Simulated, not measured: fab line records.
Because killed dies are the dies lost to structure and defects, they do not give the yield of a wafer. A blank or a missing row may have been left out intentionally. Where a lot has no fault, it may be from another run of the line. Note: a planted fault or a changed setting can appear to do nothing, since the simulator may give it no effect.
fab line records | flow sky130
[record] lots = 13 | wafers = 39 | last-day = 50
route steps=708 shown RES_XHIGH@336 LOCAL_INTERCONNECT@400 CONTACT@409 METAL1@438 PAD_OPEN@708
lots untouched by any fault: they come from a run of this same line in which no faults occurred
start-h: hours from the record's first day to the start of the lot's first wafer shown | wait-h: how many hours have passed since the lot's step before this one | " identical to the entry in the row above | L1.1+2: a single row standing in for several wafers | - either no value or no given start | * or withheld: withheld | < > ~ a bound
route shown NAME@n: NAME is a module with steps in the file, n the number in the route of the first one | usual: average and standard deviation across the fault-free wafers | same: alike in all rows | chamber/n: place in a boat | sites: readings site by site | _std_site: the standard deviation of these | _edge_site: the outer-site mean with the inner-site mean subtracted | radius-mm: for every site, how far away it sits from the centre of the wafer | mask NAME#n: copy n | behind: the tool/chamber that last shaped the wafer | hold: what put the lot on hold/how long, in hours/how the hold closed | device: whichever transistor did not switch (one of n, p or np) | end of line: tests of these same wafers at the route's end | a step given without rows: its recipe and nothing more | killed: dies that structure and defects cost at the first sort, which is not the same as the wafer's yield | map: shows each die of a wafer: x if killed, . if not, _ if none is there
set.NAME: the setting that was run; set.NAME@STEP: the one run at that earlier step | model.NAME: the simulator's own value behind a step, which no gauge read
route steps across a sampled set of lots; one table per step, one row per wafer
services: from which hour (start-h, from the record's first day; less than 0 if before it) a tool's chamber was out of use, for how many hours, and why
[[steps]]
[step SKY_RES_XHIGH_EXPOSE_04]
[recipe] mask-id = URPM | na = 0.6 | source-shape = conventional | sigma-outer = 0.6 | polarization = unpolarized | target-cd-nm = 1270 | dose-mj = 140
[same] na = 0.6
lot.wafer  | tool             | chamber | start-h | wait-h | mask
L272.3+5+6 | iline-stepper-01 | 0       | 601.68  | -      | URPM#0
L274.2+3+6 | iline-stepper-01 | 0       | 613.96  | -      | URPM#0
L275.1+4+6 | iline-stepper-01 | 0       | 623.17  | -      | URPM#0
L277.1+3+6 | iline-stepper-01 | 0       | 644.42  | -      | URPM#0
L278.2+4+6 | iline-stepper-02 | 0       | 659.24  | -      | URPM#0
L284.1+2+6 | iline-stepper-02 | 0       | 705.72  | -      | URPM_R1#0
L290.3+4+5 | iline-stepper-02 | 0       | 751.13  | -      | URPM#0
L289.4+5+6 | iline-stepper-02 | 0       | 755.80  | -      | URPM#0
L291.2+3+4 | iline-stepper-02 | 0       | 759.99  | -      | URPM#0
L292.1+4+6 | iline-stepper-01 | 0       | 761.02  | -      | URPM#0
L293.1+4+6 | iline-stepper-02 | 0       | 772.79  | -      | URPM#0
L294.3+4+5 | iline-stepper-01 | 0       | 779.81  | -      | URPM#0
L295.1+3+5 | iline-stepper-02 | 0       | 785.04  | -      | URPM#0
[step SKY_LOCAL_INTERCONNECT_ETCH_13]
[recipe] chemistry = N2/H2 | target = BARC | ion-energy-ev = 200 | bias-w = 100 | pressure-mtorr = 30 | n2-flow-sccm = 100 | h2-flow-sccm = 200 | icp-w = 500 | stop-on = SiO2 | time-s = 45.9 | target-depth-a = 600
[usual] chamber-pressure-mTorr = 29.997/0.028 | drypump-motor-current-A = 5.8/0.36 | oes-product-au = 0.854/0.0049 | throttle-valve-pct = 13.225/0.0095
lot.wafer | tool         | chamber | start-h | wait-h | chamber-pressure-mTorr | drypump-motor-current-A | oes-product-au | rf-hours-counter-h | throttle-valve-pct
L272.3    | rie-metal-01 | 0       | 704.82  | 0.0    | 29.992                 | 5.8                     | 0.855          | -                  | 13.237
L272.5    | "            | 0       | "       | "      | 30.026                 | 5.8                     | 0.853          | -                  | 13.247
L272.6    | "            | 1       | "       | "      | 29.976                 | 6.4                     | 0.849          | -                  | 13.211
L274.2    | rie-metal-03 | 0       | 715.87  | 0.0    | 29.976                 | 5.1                     | 0.862          | -                  | 13.236
L274.3    | "            | 0       | "       | "      | 29.977                 | 5.2                     | 0.860          | -                  | 13.234
L274.6    | "            | 0       | "       | "      | 30.008                 | 5.1                     | 0.852          | -                  | 13.244
L275.1    | rie-metal-04 | 0       | 725.93  | 0.0    | 30.042                 | 6.0                     | 0.854          | 14                 | 13.221
L275.4    | "            | 0       | "       | "      | 30.011                 | 6.0                     | 0.864          | -                  | 13.227
L275.6    | "            | 1       | "       | "      | 30.046                 | 5.5                     | 0.857          | -                  | 13.223
L277.1    | rie-metal-04 | 1       | 743.69  | 0.0    | 30.003                 | 5.5                     | 0.852          | 6                  | 13.220
L277.3    | "            | 1       | "       | "      | 29.975                 | 5.5                     | 0.853          | -                  | 13.225
L277.6    | "            | 0       | "       | "      | 30.002                 | 6.0                     | 0.865          | -                  | 13.232
L278.2    | rie-metal-01 | 1       | 758.74  | 0.0    | 30.007                 | 6.4                     | 0.847          | 12                 | 13.222
L278.4    | "            | 0       | "       | "      | 30.006                 | 5.8                     | 0.857          | -                  | 13.211
L278.6    | "            | 0       | "       | "      | 29.994                 | 5.8                     | 0.855          | -                  | 13.220
L284.1    | rie-metal-04 | 0       | 803.15  | 0.0    | 29.956                 | 6.0                     | 0.852          | 17                 | 13.230
L284.2    | "            | 0       | "       | "      | 30.018                 | 6.0                     | 0.855          | -                  | 13.216
L284.6    | "            | 0       | "       | "      | 30.012                 | 6.0                     | 0.856          | -                  | 13.211
L290.3    | rie-metal-03 | 1       | 847.52  | 0.0    | 29.932                 | 5.5                     | 0.858          | -                  | 13.219
L290.4    | "            | 0       | "       | "      | 29.994                 | 5.1                     | 0.858          | -                  | 13.224
L290.5    | "            | 1       | "       | "      | 29.955                 | 5.5                     | 0.845          | -                  | 13.216
L289.4    | rie-metal-01 | 0       | 851.95  | 0.0    | 29.990                 | 5.9                     | 0.855          | -                  | 13.211
L289.5    | "            | 1       | "       | "      | 29.962                 | 6.3                     | 0.848          | -                  | 13.233
L289.6    | "            | 0       | "       | "      | 29.983                 | 5.8                     | 0.854          | -                  | 13.237
L291.2    | rie-metal-03 | 1       | 856.15  | 0.0    | 30.014                 | 5.5                     | 0.851          | 4                  | 13.241
L291.3    | "            | 0       | "       | "      | 29.934                 | 5.2                     | 0.849          | -                  | 13.229
L291.4    | "            | 1       | "       | "      | 29.986                 | 5.5                     | 0.851          | -                  | 13.244
L292.1    | rie-metal-04 | 1       | 856.50  | 0.0    | 30.004                 | 5.4                     | 0.855          | 9                  | 13.214
L292.4    | "            | 1       | "       | "      | 30.060                 | 5.5                     | 0.851          | -                  | 13.223
L292.6    | "            | 0       | "       | "      | 30.030                 | 6.0                     | 0.849          | -                  | 13.226
L293.1    | rie-metal-04 | 1       | 867.88  | 0.0    | 29.946                 | 5.4                     | 0.865          | 10                 | 13.228
L293.4    | "            | 1       | "       | "      | 29.991                 | 5.5                     | 0.847          | -                  | 13.216
L293.6    | "            | 0       | "       | "      | 30.001                 | 6.0                     | 0.854          | -                  | 13.221
L294.3    | rie-metal-01 | 0       | 874.07  | 0.1    | 29.992                 | 5.8                     | 0.856          | -                  | 13.226
L294.4    | "            | 0       | "       | "      | 30.014                 | 5.8                     | 0.851          | -                  | 13.234
L294.5    | "            | 0       | "       | "      | 29.974                 | 5.8                     | 0.855          | -                  | 13.225
L295.1    | rie-metal-03 | 1       | 881.04  | 0.0    | 29.974                 | 5.5                     | 0.859          | 6                  | 13.227
L295.3    | "            | 1       | "       | "      | 30.000                 | 5.5                     | 0.865          | -                  | 13.215
L295.5    | "            | 1       | "       | "      | 29.950                 | 5.5                     | 0.854          | -                  | 13.226
[step SKY_CONTACT_THK_MEAS_03]
[recipe] reads = SiO2_of_CONTACT_HDPCVD_02
[usual] CONTACT_HDPCVD_THK = 566/4.7
lot.wafer | tool          | chamber | start-h | wait-h | CONTACT_HDPCVD_THK[nm]
L272.3    | film-metro-01 | -       | 705.70  | 0.1    | 563
L272.5    | "             | -       | "       | "      | 557
L272.6    | "             | -       | "       | "      | 567
L274.2    | film-metro-04 | -       | 716.86  | 0.0    | 565
L274.3    | "             | -       | "       | "      | 572
L274.6    | "             | -       | "       | "      | 558
L275.1    | film-metro-04 | -       | 726.86  | 0.1    | 564
L275.4    | "             | -       | "       | "      | 564
L275.6    | "             | -       | "       | "      | 563
L277.1    | film-metro-04 | -       | 744.56  | 0.0    | 567
L277.3    | "             | -       | "       | "      | 563
L277.6    | "             | -       | "       | "      | 563
L278.2    | film-metro-04 | -       | 759.62  | 0.0    | 561
L278.4    | "             | -       | "       | "      | 559
L278.6    | "             | -       | "       | "      | 563
L284.1    | film-metro-04 | -       | 804.13  | 0.0    | 569
L284.2    | "             | -       | "       | "      | 569
L284.6    | "             | -       | "       | "      | 561
L290.3    | film-metro-01 | -       | 848.39  | 0.1    | 565
L290.4    | "             | -       | "       | "      | 572
L290.5    | "             | -       | "       | "      | 570
L289.4    | film-metro-01 | -       | 852.85  | 0.0    | 571
L289.5    | "             | -       | "       | "      | 570
L289.6    | "             | -       | "       | "      | 568
L291.2    | film-metro-01 | -       | 857.25  | 0.0    | 563
L291.3    | "             | -       | "       | "      | 571
L291.4    | "             | -       | "       | "      | 562
L292.1    | film-metro-03 | -       | 857.43  | 0.0    | 569
L292.4    | "             | -       | "       | "      | 568
L292.6    | "             | -       | "       | "      | 568
L293.1    | film-metro-01 | -       | 868.74  | 0.0    | 571
L293.4    | "             | -       | "       | "      | 574
L293.6    | "             | -       | "       | "      | 570
L294.3    | film-metro-03 | -       | 875.03  | 0.1    | 563
L294.4    | "             | -       | "       | "      | 562
L294.5    | "             | -       | "       | "      | 562
L295.1    | film-metro-01 | -       | 882.06  | 0.0    | 570
L295.3    | "             | -       | "       | "      | 569
L295.5    | "             | -       | "       | "      | 576
[step SKY_METAL1_SPUTTER_04]
[recipe] material = TiN | target-thk-nm = 70 | power-w = 6500 | time-s = 58.3 | chamber-pressure-pa = 0.4
[usual] throttle-valve-pct = 30.3/0.84
lot.wafer | tool           | chamber | start-h | wait-h | throttle-valve-pct
L272.3    | pvd-sputter-03 | -       | 735.30  | 0.0    | 30.4
L272.5    | "              | -       | "       | "      | 30.3
L272.6    | "              | -       | "       | "      | 29.1
L274.2    | pvd-sputter-01 | -       | 746.32  | 0.0    | 30.1
L274.3    | "              | -       | "       | "      | 29.4
L274.6    | "              | -       | "       | "      | 29.1
L275.1    | pvd-sputter-03 | -       | 755.91  | 0.0    | 30.3
L275.4    | "              | -       | "       | "      | 31.4
L275.6    | "              | -       | "       | "      | 30.5
L277.1    | pvd-sputter-01 | -       | 773.67  | 0.0    | 30.1
L277.3    | "              | -       | "       | "      | 32.2
L277.6    | "              | -       | "       | "      | 30.0
L278.2    | pvd-sputter-04 | -       | 788.59  | 0.0    | 30.4
L278.4    | "              | -       | "       | "      | 30.5
L278.6    | "              | -       | "       | "      | 30.6
L284.1    | pvd-sputter-04 | -       | 833.42  | 0.0    | 30.6
L284.2    | "              | -       | "       | "      | 30.1
L284.6    | "              | -       | "       | "      | 30.0
L290.3    | pvd-sputter-03 | -       | 876.46  | 0.0    | 31.2
L290.4    | "              | -       | "       | "      | 28.9
L290.5    | "              | -       | "       | "      | 30.3
L289.4    | pvd-sputter-01 | -       | 880.61  | 0.0    | 29.8
L289.5    | "              | -       | "       | "      | 30.1
L289.6    | "              | -       | "       | "      | 29.5
L291.2    | pvd-sputter-01 | -       | 885.19  | 0.0    | 30.2
L291.3    | "              | -       | "       | "      | 29.7
L291.4    | "              | -       | "       | "      | 29.0
L292.1    | pvd-sputter-01 | -       | 885.79  | 0.0    | 29.2
L292.4    | "              | -       | "       | "      | 30.4
L292.6    | "              | -       | "       | "      | 32.1
L293.1    | pvd-sputter-01 | -       | 896.57  | 0.0    | 32.0
L293.4    | "              | -       | "       | "      | 30.1
L293.6    | "              | -       | "       | "      | 32.2
L294.3    | pvd-sputter-04 | -       | 902.41  | 0.0    | 30.3
L294.4    | "              | -       | "       | "      | 30.7
L294.5    | "              | -       | "       | "      | 30.3
L295.1    | pvd-sputter-03 | -       | 909.55  | 0.0    | 30.4
L295.3    | "              | -       | "       | "      | 29.1
L295.5    | "              | -       | "       | "      | 29.1
[step SKY_PAD_OPEN_PROBE_99]
[usual] killed_at_M0_to_M3 = 43/7.3 | killed_at_M4_up = 3.1/1.8 | killed-at-contacts = 24/5.4 | killed-at-front-end = 15/4.1 | killed-at-other = 0.2/0.52 | killed-dies = 86/10 | killed-on-rim = 17/4.1 | killed-open = 47/7.3 | killed-short = 39/6.4
[same] gross-dies = 492 | killed-at-back-side = 0
lot.wafer | tool      | chamber | start-h | wait-h | killed_at_M0_to_M3 | killed_at_M4_up | killed-at-contacts | killed-at-front-end | killed-at-other | killed-dies | killed-on-rim | killed-open | killed-short
L274.2    | prober-01 | -       | 1082.87 | 0.1    | 55                 | 3               | 24                 | 6                   | 1               | 89          | 16            | 52          | 37
L274.3    | prober-01 | -       | 1082.92 | 0.2    | 44                 | 5               | 27                 | 12                  | 0               | 88          | 18            | 43          | 45
L274.6    | prober-01 | -       | 1083.07 | 0.2    | 42                 | 2               | 30                 | 15                  | 0               | 89          | 16            | 50          | 39
L277.1    | prober-02 | -       | 1104.31 | 0.1    | 44                 | 4               | 22                 | 16                  | 0               | 86          | 16            | 49          | 37
L277.3    | prober-02 | -       | 1104.41 | 0.2    | 36                 | 1               | 13                 | 12                  | 0               | 62          | 11            | 35          | 27
L277.6    | prober-02 | -       | 1104.56 | 0.2    | 32                 | 4               | 27                 | 12                  | 1               | 76          | 15            | 38          | 38
L278.2    | prober-01 | -       | 1116.36 | 0.1    | 53                 | 1               | 18                 | 16                  | 0               | 88          | 24            | 44          | 44
L278.4    | prober-01 | -       | 1116.46 | 0.2    | 48                 | 1               | 23                 | 24                  | 0               | 96          | 15            | 60          | 36
L278.6    | prober-01 | -       | 1116.56 | 0.2    | 62                 | 2               | 26                 | 21                  | 1               | 112         | 24            | 58          | 53
L284.1    | prober-01 | -       | 1147.62 | 0.1    | 60                 | 7               | 16                 | 12                  | 0               | 95          | 17            | 43          | 52
L284.2    | prober-01 | -       | 1147.67 | 0.1    | 55                 | 0               | 19                 | 17                  | 0               | 91          | 15            | 54          | 37
L284.6    | prober-01 | -       | 1147.87 | 0.2    | 42                 | 1               | 21                 | 18                  | 2               | 84          | 13            | 43          | 41
L294.3    | prober-01 | -       | 1192.69 | 0.2    | 39                 | 1               | 19                 | 17                  | 0               | 76          | 17            | 39          | 37
L294.4    | prober-01 | -       | 1192.74 | 0.2    | 40                 | 3               | 26                 | 14                  | 0               | 83          | 17            | 42          | 41
L294.5    | prober-01 | -       | 1192.79 | 0.2    | 53                 | 5               | 17                 | 16                  | 0               | 91          | 17            | 57          | 34
L295.1    | prober-02 | -       | 1195.51 | 0.1    | 46                 | 3               | 25                 | 14                  | 0               | 88          | 16            | 46          | 42
L295.3    | prober-02 | -       | 1195.61 | 0.2    | 36                 | 4               | 21                 | 9                   | 1               | 71          | 16            | 42          | 29
L295.5    | prober-02 | -       | 1195.71 | 0.2    | 50                 | 2               | 19                 | 17                  | 0               | 88          | 15            | 52          | 36
// killed by level:class
L274.2 VIA1:geometric-particle:open=16 CONTACT:geometric-particle:open=11 VIA3:geometric-particle:open=9 METAL1:geometric-particle:short=8 VIA2:geometric-particle:open=6 METAL2:geometric-particle:short=5 VIA1:geometric-particle:short=4 CONTACT:geometric-particle:short=4
L274.3 METAL1:geometric-particle:short=10 CONTACT:geometric-particle:open=9 VIA2:geometric-particle:open=8 CONTACT:geometric-particle:short=8 METAL2:geometric-particle:short=7 VIA1:geometric-particle:open=6 LI_CONTACT:geometric-particle:open=5 VIA1:geometric-particle:short=4
L274.6 CONTACT:geometric-particle:open=14 LOCAL_INTERCONNECT:geometric-particle:short=9 VIA1:geometric-particle:open=8 VIA1:geometric-particle:short=6 POLY_GATE:geometric-particle:open=5 VIA3:geometric-particle:open=5 METAL1:geometric-particle:short=5 FIELD_ISO:geometric-particle:short=4
L277.1 VIA1:geometric-particle:open=10 LI_CONTACT:geometric-particle:open=9 VIA3:geometric-particle:open=9 METAL2:geometric-particle:short=8 CONTACT:geometric-particle:open=6 FIELD_ISO:geometric-particle:open=4 FIELD_ISO:geometric-particle:short=4 VIA3:geometric-particle:short=4
L277.3 VIA1:geometric-particle:open=9 METAL2:geometric-particle:short=6 CONTACT:geometric-particle:open=6 VIA1:geometric-particle:short=5 METAL1:geometric-particle:short=4 POLY_CUT:geometric-particle:open=3 FIELD_ISO:geometric-particle:short=3 LI_CONTACT:geometric-particle:open=3
L277.6 LI_CONTACT:geometric-particle:open=8 CONTACT:geometric-particle:short=8 CONTACT:geometric-particle:open=7 VIA1:geometric-particle:short=7 VIA1:geometric-particle:open=7 VIA3:geometric-particle:open=5 VIA2:geometric-particle:open=4 FIELD_ISO:geometric-particle:short=3
L278.2 VIA1:geometric-particle:short=10 VIA1:geometric-particle:open=10 LI_CONTACT:geometric-particle:open=7 METAL2:geometric-particle:short=6 METAL1:geometric-particle:short=5 VIA2:geometric-particle:open=5 VIA3:geometric-particle:open=5 FIELD_ISO:geometric-particle:open=4
L278.4 VIA1:geometric-particle:open=12 LI_CONTACT:geometric-particle:open=10 CONTACT:geometric-particle:open=9 FIELD_ISO:geometric-particle:open=7 POLY_GATE:geometric-particle:open=6 METAL1:geometric-particle:short=6 FIELD_ISO:geometric-particle:short=4 METAL3:geometric-particle:short=4
L278.6 VIA1:geometric-particle:open=16 CONTACT:geometric-particle:open=11 METAL2:geometric-particle:short=10 LI_CONTACT:geometric-particle:open=9 FIELD_ISO:geometric-particle:short=8 METAL1:geometric-particle:short=8 VIA2:geometric-particle:open=7 VIA1:geometric-particle:short=6
L284.1 VIA1:geometric-particle:open=16 VIA1:geometric-particle:short=9 METAL1:geometric-particle:short=9 VIA3:geometric-particle:short=9 POLY_GATE:geometric-particle:short=6 CONTACT:geometric-particle:open=6 LI_CONTACT:geometric-particle:open=5 CONTACT:geometric-particle:short=5
L284.2 VIA1:geometric-particle:open=13 VIA2:geometric-particle:open=11 CONTACT:geometric-particle:open=8 VIA1:geometric-particle:short=6 FIELD_ISO:geometric-particle:open=5 CONTACT:geometric-particle:short=5 METAL1:geometric-particle:short=5 METAL2:geometric-particle:short=5
L284.6 CONTACT:geometric-particle:open=8 FIELD_ISO:geometric-particle:open=7 VIA1:geometric-particle:short=7 LI_CONTACT:geometric-particle:open=6 VIA2:geometric-particle:open=6 VIA2:geometric-particle:short=5 METAL2:geometric-particle:short=5 FIELD_ISO:geometric-particle:short=4
L294.3 FIELD_ISO:geometric-particle:short=8 VIA1:geometric-particle:open=7 VIA3:geometric-particle:open=6 CONTACT:geometric-particle:open=6 VIA2:geometric-particle:open=5 LI_CONTACT:geometric-particle:short=4 LI_CONTACT:geometric-particle:open=4 VIA2:geometric-particle:short=4
L294.4 CONTACT:geometric-particle:open=10 VIA1:geometric-particle:open=8 LI_CONTACT:geometric-particle:open=7 METAL1:geometric-particle:short=7 FIELD_ISO:geometric-particle:short=6 VIA1:geometric-particle:short=6 VIA3:geometric-particle:open=6 LOCAL_INTERCONNECT:geometric-particle:short=5
L294.5 VIA3:geometric-particle:open=13 VIA1:geometric-particle:open=12 VIA2:geometric-particle:open=7 CONTACT:geometric-particle:open=7 POLY_GATE:geometric-particle:open=5 LI_CONTACT:geometric-particle:open=5 METAL1:geometric-particle:short=5 VIA1:geometric-particle:short=4
L295.1 VIA2:geometric-particle:open=9 LI_CONTACT:geometric-particle:open=8 CONTACT:geometric-particle:open=8 VIA1:geometric-particle:open=8 VIA2:geometric-particle:short=6 METAL1:geometric-particle:short=6 METAL2:geometric-particle:short=5 FIELD_ISO:geometric-particle:open=4
L295.3 CONTACT:geometric-particle:open=10 LI_CONTACT:geometric-particle:open=7 VIA1:geometric-particle:open=6 VIA3:geometric-particle:open=5 METAL2:geometric-particle:short=5 FIELD_ISO:geometric-particle:short=4 VIA2:geometric-particle:open=4 FIELD_ISO:geometric-particle:open=3
L295.5 VIA1:geometric-particle:open=15 CONTACT:geometric-particle:open=8 METAL1:geometric-particle:short=7 POLY_GATE:geometric-particle:open=6 LI_CONTACT:geometric-particle:open=6 VIA1:geometric-particle:short=6 VIA2:geometric-particle:open=6 VIA3:geometric-particle:open=5
[[services]]
tool             | chamber | start-h | hours | kind
rie-metal-03     | -       | 597.00  | 15.6  | pm
pvd-sputter-03   | -       | 622.37  | 1.2   | repair
rie-metal-03     | 0       | 627.90  | 13.3  | repair
iline-stepper-02 | -       | 629.51  | 1.7   | pm
rie-metal-03     | -       | 672.13  | 0.6   | repair
rie-metal-04     | -       | 681.39  | 7.8   | repair
rie-metal-04     | 1       | 696.13  | 19.2  | repair
iline-stepper-02 | 0       | 709.40  | -     | calibration
iline-stepper-01 | 0       | 723.51  | -     | calibration
iline-stepper-01 | -       | 724.16  | 1.7   | pm
iline-stepper-01 | -       | 746.65  | 4.2   | repair
pvd-sputter-04   | -       | 756.93  | 0.7   | repair
rie-metal-01     | 0       | 777.52  | 9.8   | repair
rie-metal-04     | 1       | 781.45  | 38.9  | repair
rie-metal-04     | -       | 813.51  | 3.2   | repair
rie-metal-04     | -       | 818.18  | 2.8   | pm
pvd-sputter-04   | -       | 839.20  | 1.4   | repair
iline-stepper-02 | -       | 847.69  | 1.7   | pm
rie-metal-03     | -       | 850.14  | 0.3   | repair
rie-metal-03     | 0       | 865.35  | 8.2   | repair
rie-metal-04     | 0       | 873.48  | 1.0   | repair
rie-metal-04     | 0       | 874.49  | -     | clean
rie-metal-03     | 0       | 875.09  | 6.8   | repair
iline-stepper-01 | -       | 892.87  | 5.8   | repair
[[key]]
[first-sign] step = SKY_RES_XHIGH_EXPOSE_04 | reading = mask | direction = changed
effect none on later readings
met-at SKY_RES_XHIGH_EXPOSE_04
struck-lots L284
tester-left-out L284
not-acting-at SKY_LOCAL_INTERCONNECT_ETCH_13,SKY_CONTACT_THK_MEAS_03,SKY_METAL1_SPUTTER_04
onset-between 659.24 705.72
[fault] kind = wrong-mask | tool = any | chamber = - | onset-h = 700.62 | steps = SKY_RES_XHIGH_EXPOSE_04 | aux-copy = URPM_R1#0 | cd-offset-nm = 89 | scope = struck-lots-only
// tester-left-out: of these lots the tester's yield and bins aren't shown, on N5 and GAA mostly nor the transistor test; their killed dies are dies lost to structure and defects alone, not to doping, threshold or leakage, so they don't give the yield
